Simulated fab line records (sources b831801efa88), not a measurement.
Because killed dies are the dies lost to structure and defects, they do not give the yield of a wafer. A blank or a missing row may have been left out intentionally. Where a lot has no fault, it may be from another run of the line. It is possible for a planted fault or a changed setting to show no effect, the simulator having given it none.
fab line records || flow sky130
record: {"lots": 6, "wafers": 18, "last-day": 50}
route steps=708 shown METAL1@457 VIA1@458
lots untouched by any fault: they come from a run of this same line in which no faults occurred
start-h: the number of hours between the record's first day and the start of the first shown wafer of the lot || wait-h: hours from the lot's prior step to this one || " the same as in the row above || L1.1+2: one row covering several wafers at once || - value missing, or start not given || * or withheld: withheld || < > ~ a bound
route shown NAME@n: names a module that has steps shown in the file, with the first one's number in the route || usual: mean/standard deviation of fault-free wafers || same: alike in all rows || chamber/n: place in a boat || sites: readings site by site || _std_site: the values' standard deviation || _edge_site: mean of outer sites minus mean of inner sites || radius-mm: for every site, how far away it sits from the centre of the wafer || mask NAME#n: copy n || behind: the last tool/chamber to shape the wafer || hold: why the lot was held/for how many hours/how that ended || device: names the non-switching transistor (n, p or np) || end of line: the route-end tests of the same wafers || a step with no rows: only its recipe || killed: the dies lost at the first sort to structure and to defects; this is not the yield of the wafer || map: per-die view of a wafer (x killed, . not killed, _ where there is no die)
set.NAME: the setting the step ran with; set.NAME@STEP: the setting that earlier step ran with || model.NAME: the simulator's own value behind a step, which no gauge read
a table for each step, a row for each wafer; lots at some steps of the route
services: a tool's chamber out of use, with start hour (start-h, from the record's first day; less than 0 if before it), hours out, and reason
== steps ==
step: SKY_METAL1_CLEAN_23
recipe: {"chemistry": "O3/DIW", "dry": "n2-spin"}
step: SKY_VIA1_HDPCVD_00
recipe: {"material": "SiO2", "target-thk-nm": 1030, "sigma-open-frac": 0.3, "time-s": 171.7, "temp-c": 400, "sih4-flow-sccm": 60, "pressure-mtorr": 6}
step: SKY_VIA1_THK_MEAS_01
recipe: {"reads": "SiO2_of_VIA1_HDPCVD_00"}
usual: {"VIA1_HDPCVD_THK": "1030/10"}
{"lot.wafer": "L955.1", "tool": "film-metro-01", "chamber": "-", "start-h": 767.07, "wait-h": 0.1, "VIA1_HDPCVD_THK[nm]": 1043}
{"lot.wafer": "L955.5", "tool": "film-metro-01", "chamber": "-", "start-h": 767.07, "wait-h": 0.1, "VIA1_HDPCVD_THK[nm]": 1048}
{"lot.wafer": "L955.6", "tool": "film-metro-01", "chamber": "-", "start-h": 767.07, "wait-h": 0.1, "VIA1_HDPCVD_THK[nm]": 1041}
{"lot.wafer": "L958.2", "tool": "film-metro-02", "chamber": "-", "start-h": 789.15, "wait-h": 0.1, "VIA1_HDPCVD_THK[nm]": 1024}
{"lot.wafer": "L958.3", "tool": "film-metro-02", "chamber": "-", "start-h": 789.15, "wait-h": 0.1, "VIA1_HDPCVD_THK[nm]": 1021}
{"lot.wafer": "L958.6", "tool": "film-metro-02", "chamber": "-", "start-h": 789.15, "wait-h": 0.1, "VIA1_HDPCVD_THK[nm]": 1041}
{"lot.wafer": "L964.3", "tool": "film-metro-03", "chamber": "-", "start-h": 830.80, "wait-h": 0.1, "VIA1_HDPCVD_THK[nm]": 1028}
{"lot.wafer": "L964.4", "tool": "film-metro-03", "chamber": "-", "start-h": 830.80, "wait-h": 0.1, "VIA1_HDPCVD_THK[nm]": 1044}
{"lot.wafer": "L964.5", "tool": "film-metro-03", "chamber": "-", "start-h": 830.80, "wait-h": 0.1, "VIA1_HDPCVD_THK[nm]": 1023}
{"lot.wafer": "L965.2", "tool": "film-metro-03", "chamber": "-", "start-h": 840.34, "wait-h": 0.1, "VIA1_HDPCVD_THK[nm]": 1016}
{"lot.wafer": "L965.4", "tool": "film-metro-03", "chamber": "-", "start-h": 840.34, "wait-h": 0.1, "VIA1_HDPCVD_THK[nm]": 1019}
{"lot.wafer": "L965.5", "tool": "film-metro-03", "chamber": "-", "start-h": 840.34, "wait-h": 0.1, "VIA1_HDPCVD_THK[nm]": 1022}
{"lot.wafer": "L967.2", "tool": "film-metro-03", "chamber": "-", "start-h": 860.72, "wait-h": 0.1, "VIA1_HDPCVD_THK[nm]": 1025}
{"lot.wafer": "L967.4", "tool": "film-metro-03", "chamber": "-", "start-h": 860.72, "wait-h": 0.1, "VIA1_HDPCVD_THK[nm]": 1032}
{"lot.wafer": "L967.5", "tool": "film-metro-03", "chamber": "-", "start-h": 860.72, "wait-h": 0.1, "VIA1_HDPCVD_THK[nm]": 1022}
{"lot.wafer": "L974.2", "tool": "film-metro-03", "chamber": "-", "start-h": 920.63, "wait-h": 0.1, "VIA1_HDPCVD_THK[nm]": 1016}
{"lot.wafer": "L974.5", "tool": "film-metro-03", "chamber": "-", "start-h": 920.63, "wait-h": 0.1, "VIA1_HDPCVD_THK[nm]": 1031}
{"lot.wafer": "L974.6", "tool": "film-metro-03", "chamber": "-", "start-h": 920.63, "wait-h": 0.1, "VIA1_HDPCVD_THK[nm]": 1018}
step: SKY_VIA1_CMP_02
recipe: {"material": "SiO2", "down-force-psi": 4, "platen-rpm": 60, "pad-velocity-m-s": 0.94248}
usual: {"motor-current-A": "12.5/1.3", "platen-rpm": "60.00/0.039", "retaining-ring-pressure-frac": "1.000/0.0053"}
{"lot.wafer": "L955.1", "tool": "cmp-01", "chamber": 3, "start-h": 767.13, "wait-h": 0.1, "motor-current-A": 14.7, "platen-rpm": 60.04, "retaining-ring-pressure-frac": 1.002}
{"lot.wafer": "L955.5", "tool": "cmp-01", "chamber": 3, "start-h": 767.13, "wait-h": 0.1, "motor-current-A": 14.4, "platen-rpm": 60.00, "retaining-ring-pressure-frac": 0.996}
{"lot.wafer": "L955.6", "tool": "cmp-01", "chamber": 0, "start-h": 767.13, "wait-h": 0.1, "motor-current-A": 12.6, "platen-rpm": 60.01, "retaining-ring-pressure-frac": 0.995}
{"lot.wafer": "L958.3", "tool": "cmp-01", "chamber": 3, "start-h": 789.20, "wait-h": 0.0, "motor-current-A": 14.2, "platen-rpm": 59.98, "retaining-ring-pressure-frac": 1.000}
{"lot.wafer": "L958.2", "tool": "cmp-01", "chamber": 0, "start-h": 789.20, "wait-h": 0.0, "motor-current-A": 12.5, "platen-rpm": 60.06, "retaining-ring-pressure-frac": 1.004}
{"lot.wafer": "L958.6", "tool": "cmp-01", "chamber": 3, "start-h": 789.20, "wait-h": 0.0, "motor-current-A": 15.2, "platen-rpm": 60.06, "retaining-ring-pressure-frac": 0.999}
{"lot.wafer": "L964.3", "tool": "cmp-01", "chamber": 1, "start-h": 830.89, "wait-h": 0.1, "motor-current-A": 11.6, "platen-rpm": 60.02, "retaining-ring-pressure-frac": 0.993}
{"lot.wafer": "L964.4", "tool": "cmp-01", "chamber": 3, "start-h": 830.89, "wait-h": 0.1, "motor-current-A": 15.7, "platen-rpm": 60.02, "retaining-ring-pressure-frac": 1.006}
{"lot.wafer": "L964.5", "tool": "cmp-01", "chamber": 0, "start-h": 830.89, "wait-h": 0.1, "motor-current-A": 12.7, "platen-rpm": 60.00, "retaining-ring-pressure-frac": 0.994}
{"lot.wafer": "L965.4", "tool": "cmp-02", "chamber": 1, "start-h": 840.44, "wait-h": 0.1, "motor-current-A": 12.4, "platen-rpm": 59.97, "retaining-ring-pressure-frac": 1.005}
{"lot.wafer": "L965.2", "tool": "cmp-02", "chamber": 2, "start-h": 840.44, "wait-h": 0.1, "motor-current-A": 12.1, "platen-rpm": 59.93, "retaining-ring-pressure-frac": 0.994}
{"lot.wafer": "L965.5", "tool": "cmp-02", "chamber": 0, "start-h": 840.44, "wait-h": 0.1, "motor-current-A": 9.7, "platen-rpm": 60.01, "retaining-ring-pressure-frac": 0.997}
{"lot.wafer": "L967.4", "tool": "cmp-01", "chamber": 1, "start-h": 860.82, "wait-h": 0.1, "motor-current-A": 11.7, "platen-rpm": 60.00, "retaining-ring-pressure-frac": 0.997}
{"lot.wafer": "L967.2", "tool": "cmp-01", "chamber": 3, "start-h": 860.82, "wait-h": 0.1, "motor-current-A": 14.9, "platen-rpm": 60.01, "retaining-ring-pressure-frac": 0.999}
{"lot.wafer": "L967.5", "tool": "cmp-01", "chamber": 1, "start-h": 860.82, "wait-h": 0.1, "motor-current-A": 11.5, "platen-rpm": 60.05, "retaining-ring-pressure-frac": 0.990}
{"lot.wafer": "L974.2", "tool": "cmp-01", "chamber": 2, "start-h": 920.68, "wait-h": 0.0, "motor-current-A": 12.0, "platen-rpm": 60.01, "retaining-ring-pressure-frac": 1.002}
{"lot.wafer": "L974.5", "tool": "cmp-01", "chamber": 2, "start-h": 920.68, "wait-h": 0.0, "motor-current-A": 12.1, "platen-rpm": 59.98, "retaining-ring-pressure-frac": 1.000}
{"lot.wafer": "L974.6", "tool": "cmp-01", "chamber": 3, "start-h": 920.68, "wait-h": 0.0, "motor-current-A": 14.4, "platen-rpm": 60.01, "retaining-ring-pressure-frac": 1.004}
step: SKY_VIA1_BOW_MEAS_03
recipe: {"mode": "bow"}
usual: {"VIA1_BOW": "81/6.5"}
{"lot.wafer": "L955.1", "tool": "film-metro-03", "chamber": "-", "start-h": 767.43, "wait-h": 0.2, "VIA1_BOW[um]": 86}
{"lot.wafer": "L955.5", "tool": "film-metro-03", "chamber": "-", "start-h": 767.43, "wait-h": 0.2, "VIA1_BOW[um]": 83}
{"lot.wafer": "L955.6", "tool": "film-metro-03", "chamber": "-", "start-h": 767.43, "wait-h": 0.2, "VIA1_BOW[um]": 84}
{"lot.wafer": "L958.2", "tool": "film-metro-01", "chamber": "-", "start-h": 789.52, "wait-h": 0.2, "VIA1_BOW[um]": 84}
{"lot.wafer": "L958.3", "tool": "film-metro-01", "chamber": "-", "start-h": 789.52, "wait-h": 0.2, "VIA1_BOW[um]": 86}
{"lot.wafer": "L958.6", "tool": "film-metro-01", "chamber": "-", "start-h": 789.52, "wait-h": 0.2, "VIA1_BOW[um]": 83}
{"lot.wafer": "L964.3", "tool": "film-metro-02", "chamber": "-", "start-h": 831.18, "wait-h": 0.2, "VIA1_BOW[um]": 81}
{"lot.wafer": "L964.4", "tool": "film-metro-02", "chamber": "-", "start-h": 831.18, "wait-h": 0.2, "VIA1_BOW[um]": 77}
{"lot.wafer": "L964.5", "tool": "film-metro-02", "chamber": "-", "start-h": 831.18, "wait-h": 0.2, "VIA1_BOW[um]": 81}
{"lot.wafer": "L965.2", "tool": "film-metro-03", "chamber": "-", "start-h": 840.71, "wait-h": 0.2, "VIA1_BOW[um]": 82}
{"lot.wafer": "L965.4", "tool": "film-metro-03", "chamber": "-", "start-h": 840.71, "wait-h": 0.2, "VIA1_BOW[um]": 74}
{"lot.wafer": "L965.5", "tool": "film-metro-03", "chamber": "-", "start-h": 840.71, "wait-h": 0.2, "VIA1_BOW[um]": 86}
{"lot.wafer": "L967.2", "tool": "film-metro-01", "chamber": "-", "start-h": 861.09, "wait-h": 0.1, "VIA1_BOW[um]": 75}
{"lot.wafer": "L967.4", "tool": "film-metro-01", "chamber": "-", "start-h": 861.09, "wait-h": 0.1, "VIA1_BOW[um]": 86}
{"lot.wafer": "L967.5", "tool": "film-metro-01", "chamber": "-", "start-h": 861.09, "wait-h": 0.1, "VIA1_BOW[um]": 81}
{"lot.wafer": "L974.2", "tool": "film-metro-02", "chamber": "-", "start-h": 921.00, "wait-h": 0.3, "VIA1_BOW[um]": 85}
{"lot.wafer": "L974.5", "tool": "film-metro-02", "chamber": "-", "start-h": 921.00, "wait-h": 0.3, "VIA1_BOW[um]": 89}
{"lot.wafer": "L974.6", "tool": "film-metro-02", "chamber": "-", "start-h": 921.00, "wait-h": 0.3, "VIA1_BOW[um]": 73}
step: SKY_VIA1_DEHYDRATE_04
recipe: {"temp-c": 200, "time-s": 60}
step: SKY_VIA1_HMDS_05
recipe: {"prime-time-s": 60, "prime-temp-c": 120.7}
step: SKY_VIA1_COAT_06
recipe: {"resist": "BARC", "temp-c": "withheld", "time-s": "withheld", "spin-rpm": 3000, "resist-thk-nm": 60}
step: SKY_VIA1_COAT_07
recipe: {"resist": "KrF-thick", "spin-rpm": 3000, "resist-thk-nm": 450}
step: SKY_VIA1_SOFTBAKE_08
recipe: {"temp-c": 100, "time-s": 90, "resist": "KrF-thick"}
step: SKY_VIA1_EXPOSE_09
recipe: {"mask-id": "VIM", "na": 0.8, "source-shape": "annular", "sigma-inner": 0.55, "sigma-outer": 0.85, "target-cd-nm": 150, "dose-mj": 38}
step: SKY_VIA1_PEB_10
recipe: {"peb-temp-c": "withheld", "peb-time-s": "withheld", "resist": "KrF-thick"}
step: SKY_VIA1_DEVELOP_11
recipe: {"develop-time-s": 60, "resist": "KrF-thick", "dev-temp-c": 21}
usual: {"chill-plate-temp-C": "23.01/0.097", "develop-time-s": "60/0", "developer-temp-C": "20.97/0.096"}
{"lot.wafer": "L955.1", "tool": "litho-track-03", "chamber": 0, "start-h": 793, "wait-h": "-", "chill-plate-temp-C": 23.01, "develop-time-s": 60, "developer-temp-C": 20.86, "model.KrF-thick_of_VIA1_COAT_07.thk-nm": 434}
{"lot.wafer": "L955.5", "tool": "litho-track-03", "chamber": 0, "start-h": 793, "wait-h": "-", "chill-plate-temp-C": 23.00, "develop-time-s": 60, "developer-temp-C": 21.04, "model.KrF-thick_of_VIA1_COAT_07.thk-nm": 434.9}
{"lot.wafer": "L955.6", "tool": "litho-track-03", "chamber": 0, "start-h": 793, "wait-h": "-", "chill-plate-temp-C": 23.05, "develop-time-s": 60, "developer-temp-C": 21.05, "model.KrF-thick_of_VIA1_COAT_07.thk-nm": 433.8}
{"lot.wafer": "L958.2", "tool": "litho-track-01", "chamber": 0, "start-h": 816, "wait-h": "-", "chill-plate-temp-C": 22.87, "develop-time-s": 60, "developer-temp-C": 20.92, "model.KrF-thick_of_VIA1_COAT_07.thk-nm": 436.3}
{"lot.wafer": "L958.3", "tool": "litho-track-01", "chamber": 0, "start-h": 816, "wait-h": "-", "chill-plate-temp-C": 22.87, "develop-time-s": 60, "developer-temp-C": 20.95, "model.KrF-thick_of_VIA1_COAT_07.thk-nm": 436.8}
{"lot.wafer": "L958.6", "tool": "litho-track-01", "chamber": 0, "start-h": 816, "wait-h": "-", "chill-plate-temp-C": 22.98, "develop-time-s": 60, "developer-temp-C": 21.15, "model.KrF-thick_of_VIA1_COAT_07.thk-nm": 436}
{"lot.wafer": "L964.3", "tool": "litho-track-01", "chamber": "-", "start-h": 857, "wait-h": "-", "chill-plate-temp-C": "-", "develop-time-s": "-", "developer-temp-C": "-", "model.KrF-thick_of_VIA1_COAT_07.thk-nm": 450.4}
{"lot.wafer": "L964.4", "tool": "litho-track-01", "chamber": "-", "start-h": 857, "wait-h": "-", "chill-plate-temp-C": "-", "develop-time-s": "-", "developer-temp-C": "-", "model.KrF-thick_of_VIA1_COAT_07.thk-nm": 449.7}
{"lot.wafer": "L964.5", "tool": "litho-track-01", "chamber": "-", "start-h": 857, "wait-h": "-", "chill-plate-temp-C": "-", "develop-time-s": "-", "developer-temp-C": "-", "model.KrF-thick_of_VIA1_COAT_07.thk-nm": 449.9}
{"lot.wafer": "L965.2", "tool": "litho-track-02", "chamber": "-", "start-h": 866, "wait-h": "-", "chill-plate-temp-C": "-", "develop-time-s": "-", "developer-temp-C": "-", "model.KrF-thick_of_VIA1_COAT_07.thk-nm": 449.2}
{"lot.wafer": "L965.4", "tool": "litho-track-02", "chamber": "-", "start-h": 866, "wait-h": "-", "chill-plate-temp-C": "-", "develop-time-s": "-", "developer-temp-C": "-", "model.KrF-thick_of_VIA1_COAT_07.thk-nm": 449}
{"lot.wafer": "L965.5", "tool": "litho-track-02", "chamber": "-", "start-h": 866, "wait-h": "-", "chill-plate-temp-C": "-", "develop-time-s": "-", "developer-temp-C": "-", "model.KrF-thick_of_VIA1_COAT_07.thk-nm": 448.9}
{"lot.wafer": "L967.2", "tool": "litho-track-03", "chamber": 0, "start-h": 886, "wait-h": "-", "chill-plate-temp-C": 22.81, "develop-time-s": 60, "developer-temp-C": 21.08, "model.KrF-thick_of_VIA1_COAT_07.thk-nm": 436.7}
{"lot.wafer": "L967.4", "tool": "litho-track-03", "chamber": 0, "start-h": 886, "wait-h": "-", "chill-plate-temp-C": 23.15, "develop-time-s": 60, "developer-temp-C": 21.08, "model.KrF-thick_of_VIA1_COAT_07.thk-nm": 435.6}
{"lot.wafer": "L967.5", "tool": "litho-track-03", "chamber": 0, "start-h": 886, "wait-h": "-", "chill-plate-temp-C": 22.96, "develop-time-s": 60, "developer-temp-C": 20.92, "model.KrF-thick_of_VIA1_COAT_07.thk-nm": 437.2}
{"lot.wafer": "L974.2", "tool": "litho-track-03", "chamber": 0, "start-h": 945, "wait-h": "-", "chill-plate-temp-C": 22.89, "develop-time-s": 60, "developer-temp-C": 21.04, "model.KrF-thick_of_VIA1_COAT_07.thk-nm": 437}
{"lot.wafer": "L974.5", "tool": "litho-track-03", "chamber": 0, "start-h": 945, "wait-h": "-", "chill-plate-temp-C": 22.97, "develop-time-s": 60, "developer-temp-C": 21.04, "model.KrF-thick_of_VIA1_COAT_07.thk-nm": 437}
{"lot.wafer": "L974.6", "tool": "litho-track-03", "chamber": 0, "start-h": 945, "wait-h": "-", "chill-plate-temp-C": 22.84, "develop-time-s": 60, "developer-temp-C": 20.93, "model.KrF-thick_of_VIA1_COAT_07.thk-nm": 435.4}
step: SKY_VIA1_CD_MEAS_12
recipe: {"target-cd-nm": 150}
usual: {"cd-nm": "150.1/1.7"}
{"lot.wafer": "L955.1", "tool": "cd-sem-02", "chamber": "-", "start-h": 793.83, "wait-h": "-", "cd-nm": 148.4}
{"lot.wafer": "L955.5", "tool": "cd-sem-02", "chamber": "-", "start-h": 793.83, "wait-h": "-", "cd-nm": 148.4}
{"lot.wafer": "L955.6", "tool": "cd-sem-02", "chamber": "-", "start-h": 793.83, "wait-h": "-", "cd-nm": 147.5}
{"lot.wafer": "L958.2", "tool": "cd-sem-02", "chamber": "-", "start-h": 816.18, "wait-h": "-", "cd-nm": 149.2}
{"lot.wafer": "L958.3", "tool": "cd-sem-02", "chamber": "-", "start-h": 816.18, "wait-h": "-", "cd-nm": 151.5}
{"lot.wafer": "L958.6", "tool": "cd-sem-02", "chamber": "-", "start-h": 816.18, "wait-h": "-", "cd-nm": 151.4}
{"lot.wafer": "L964.3", "tool": "cd-sem-01", "chamber": "-", "start-h": 857.40, "wait-h": "-", "cd-nm": "-"}
{"lot.wafer": "L964.4", "tool": "cd-sem-01", "chamber": "-", "start-h": 857.40, "wait-h": "-", "cd-nm": "-"}
{"lot.wafer": "L964.5", "tool": "cd-sem-01", "chamber": "-", "start-h": 857.40, "wait-h": "-", "cd-nm": "-"}
{"lot.wafer": "L965.2", "tool": "cd-sem-02", "chamber": "-", "start-h": 867.04, "wait-h": "-", "cd-nm": "-"}
{"lot.wafer": "L965.4", "tool": "cd-sem-02", "chamber": "-", "start-h": 867.04, "wait-h": "-", "cd-nm": "-"}
{"lot.wafer": "L965.5", "tool": "cd-sem-02", "chamber": "-", "start-h": 867.04, "wait-h": "-", "cd-nm": "-"}
{"lot.wafer": "L967.2", "tool": "cd-sem-01", "chamber": "-", "start-h": 886.55, "wait-h": "-", "cd-nm": 148.9}
{"lot.wafer": "L967.4", "tool": "cd-sem-01", "chamber": "-", "start-h": 886.55, "wait-h": "-", "cd-nm": 148.5}
{"lot.wafer": "L967.5", "tool": "cd-sem-01", "chamber": "-", "start-h": 886.55, "wait-h": "-", "cd-nm": 147.8}
{"lot.wafer": "L974.2", "tool": "cd-sem-01", "chamber": "-", "start-h": 945.85, "wait-h": "-", "cd-nm": 147.7}
{"lot.wafer": "L974.5", "tool": "cd-sem-01", "chamber": "-", "start-h": 945.85, "wait-h": "-", "cd-nm": 147.5}
{"lot.wafer": "L974.6", "tool": "cd-sem-01", "chamber": "-", "start-h": 945.85, "wait-h": "-", "cd-nm": 147.9}
== services ==
{"tool": "cmp-01", "chamber": "-", "start-h": 744.02, "hours": 4.0, "kind": "pm"}
{"tool": "cmp-01", "chamber": "-", "start-h": 748.02, "hours": "-", "kind": "consumable-replace:conditioner"}
{"tool": "cmp-01", "chamber": "-", "start-h": 748.02, "hours": "-", "kind": "consumable-replace:pad"}
{"tool": "cmp-01", "chamber": "-", "start-h": 758.56, "hours": 3.7, "kind": "repair"}
{"tool": "cmp-02", "chamber": "-", "start-h": 775.54, "hours": 1.4, "kind": "repair"}
{"tool": "cmp-01", "chamber": "-", "start-h": 856.61, "hours": 1.4, "kind": "repair"}
{"tool": "cmp-02", "chamber": "-", "start-h": 869.71, "hours": 2.1, "kind": "repair"}
{"tool": "litho-track-02", "chamber": "-", "start-h": 874.06, "hours": "-", "kind": "consumable-replace:filter"}
{"tool": "litho-track-03", "chamber": "-", "start-h": 883.68, "hours": "-", "kind": "consumable-replace:filter"}
{"tool": "cmp-02", "chamber": "-", "start-h": 903.90, "hours": 2.7, "kind": "pm"}
{"tool": "cmp-02", "chamber": "-", "start-h": 912.08, "hours": 4.0, "kind": "pm"}
{"tool": "cmp-02", "chamber": "-", "start-h": 916.08, "hours": "-", "kind": "consumable-replace:conditioner"}
{"tool": "cmp-02", "chamber": "-", "start-h": 916.08, "hours": "-", "kind": "consumable-replace:pad"}
{"tool": "cmp-01", "chamber": "-", "start-h": 932.88, "hours": 4.0, "kind": "pm"}
== key ==
first-sign: {"step": "SKY_VIA1_DEVELOP_11", "reading": "tool-record", "direction": "missing"}
effect none on later readings
model-effect: {"step": "SKY_VIA1_DEVELOP_11", "value": "KrF-thick_of_VIA1_COAT_07.thk-nm", "without": 435.5, "struck": 449.5}
met-at SKY_VIA1_DEVELOP_11
struck-wafers L964.3,L964.4,L964.5,L965.2,L965.4,L965.5
later-rows-left-out L964.3,L964.4,L964.5,L965.2,L965.4,L965.5
sort-left-out L964.3,L964.4,L964.5,L965.2,L965.4,L965.5
onset-between 816 857
fault: {"kind": "skipped-step-whole", "tool": "litho-track-01,litho-track-02", "chamber": "-", "onset-h": 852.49, "steps": "SKY_VIA1_DEVELOP_11", "scope": "struck-lots-only"}
sort-left-out: the simulated sort isn't trusted on such a fault, so these wafers' sort isn't shown, and their yield isn't known
later-rows-left-out: the simulator's readings of these wafers behind a module that went badly wrong aren't trusted and aren't shown, but for the sort
